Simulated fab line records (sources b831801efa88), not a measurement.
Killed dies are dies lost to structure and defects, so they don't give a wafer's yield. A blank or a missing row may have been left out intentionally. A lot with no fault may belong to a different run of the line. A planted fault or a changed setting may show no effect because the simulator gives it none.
Comparing a struck lot with a sound one | flow sky130 | 15 steps out of a route of 708
Sound: these wafers, L596.1, L596.3, L596.5. Struck: wafer L612.3 (left out: L612.2, L612.6 of the same lot, which were not struck); the cause appears at the end.
Each step with rows lists, per side, the tool, then ch with its chambers, then its first start. Under that, the readings that differ: sound wafers | struck wafers | difference of the means | sigmas: that difference in standard deviations of wafers without a fault.
alike: a reading whose means differ by less than 2 such deviations, as well as words and numbers matching on both sides. not compared: withheld readings; readings where some wafer has no value; bounds like >300 that might hide an equal value; numbers whose values overlap and for which the record gives no deviation.
Wherever a step has rows on one side only, a row that says differs or no value, or a row with sigmas, the two part there. Numbers that don't overlap but have no deviation are shown without sigmas and don't part them. A reading missing from all wafers of one side parts the sides only when that side holds two or more wafers.

first, 8 steps without rows for these wafers: SKY_POLY_GATE_DEHYDRATE_05 (time 60 s); SKY_POLY_GATE_HMDS_06 (prime time 60 s); SKY_POLY_GATE_COAT_07 (resist thk 110 nm); SKY_POLY_GATE_COAT_08 (resist thk 450 nm); SKY_POLY_GATE_SOFTBAKE_09 (time 90 s); SKY_POLY_GATE_EXPOSE_10 (exposes mask P1M, target cd 150 nm); SKY_POLY_GATE_PEB_11; SKY_POLY_GATE_DEVELOP_12 (develop time 60 s).
SKY_POLY_GATE_CD_MEAS_13: target cd 150 nm.
  sound on cd_sem-01 at day 17 00:51; struck on cd_sem-02 at day 21 23:37
  alike: cd_nm
SKY_POLY_GATE_OVL_MEAS_14:
  sound on overlay-02 at day 17 00:58; struck on overlay-01 at day 21 23:43
  alike: POLY_GATE_OVL
SKY_POLY_GATE_ETCH_15: etches BARC in N2/H2, stops on SiO2, time 118.5 s, target depth 110 nm.
  sound on rie_diel-02 ch 1,2,3, day 17 01:00; struck on rie_diel-03 ch 3, day 21 23:45
  alike: bias_w, drypump_motor_current_A, oes_product_au, throttle_valve_pct
  not compared: rf_hours_counter_h
SKY_POLY_GATE_ETCH_16: etches Si3N4 in CH3F/O2, stops on poly-Si, time 147.5 s, target depth 75 nm.
  sound on rie_diel-02 ch 1,2,3, day 17 01:05; struck on rie_diel-03 ch 3, day 21 23:50
  reading                | sound                | struck | difference | sigmas
  ch3f_flow_sccm (sccm)  | 39.82 39.76 39.95    | 40.09  | +0.25      | +2
  oes_product_au (a.u.)  | 0.639 0.643 0.646    | 0.632  | -0.011     | -2
  throttle_valve_pct (%) | 10.543 10.541 10.523 | 10.511 | -0.025     | -2
  alike: bias_w, drypump_motor_current_A
  not compared: rf_hours_counter_h
SKY_POLY_GATE_ETCH_17: etches poly-Si in HBr/Cl2, stops on SiO2, target depth 180 nm, time 70.5 s.
  sound on rie_si-01 ch 0,1, day 17 01:11; struck on rie_si-01 ch 3, day 21 23:56
  reading                | sound                | struck | difference | sigmas
  bias_w (W)             | 99.61 100.04 100.11  | 94.69  | -5.23      | -18
  oes_product_au (a.u.)  | 0.998 1.006 1.007    | 0.969  | -0.035     | -4
  throttle_valve_pct (%) | 33.696 33.689 33.688 | 33.670 | -0.021     | -2
  alike: drypump_motor_current_A
  not compared: rf_hours_counter_h
SKY_POLY_GATE_STRIP_18: strips in O2/N2.
  sound on plasma_asher-01 ch 1, day 17 01:14; struck on plasma_asher-01 ch 0, day 21 23:59
  alike: drypump_motor_current_A, oes_product_au, strip_time_to_endpoint_s
  not compared: rf_hours_counter_h
-- a jump in the record: the struck wafers' starts before and after are 27 days apart (it breaks off in module POLY_GATE and resumes in module PAD_OPEN, where the first step shown is number 708 of the route) --
SKY_PAD_OPEN_PROBE_99:
  sound on prober-01 at day 46 04:09; struck on prober-01 at day 49 08:42
  reading         | sound | struck | difference | sigmas
  killed_at_M4_up | 1 4 1 | 7      | +5         | +2
  alike: killed_at_M0_to_M3, killed_at_contacts, killed_at_front_end, killed_at_other, killed_dies, killed_open, killed_short

## WHERE THEY PART
First at SKY_POLY_GATE_ETCH_16; last, within this record, at SKY_PAD_OPEN_PROBE_99.

WHY: the cause the simulator had injected
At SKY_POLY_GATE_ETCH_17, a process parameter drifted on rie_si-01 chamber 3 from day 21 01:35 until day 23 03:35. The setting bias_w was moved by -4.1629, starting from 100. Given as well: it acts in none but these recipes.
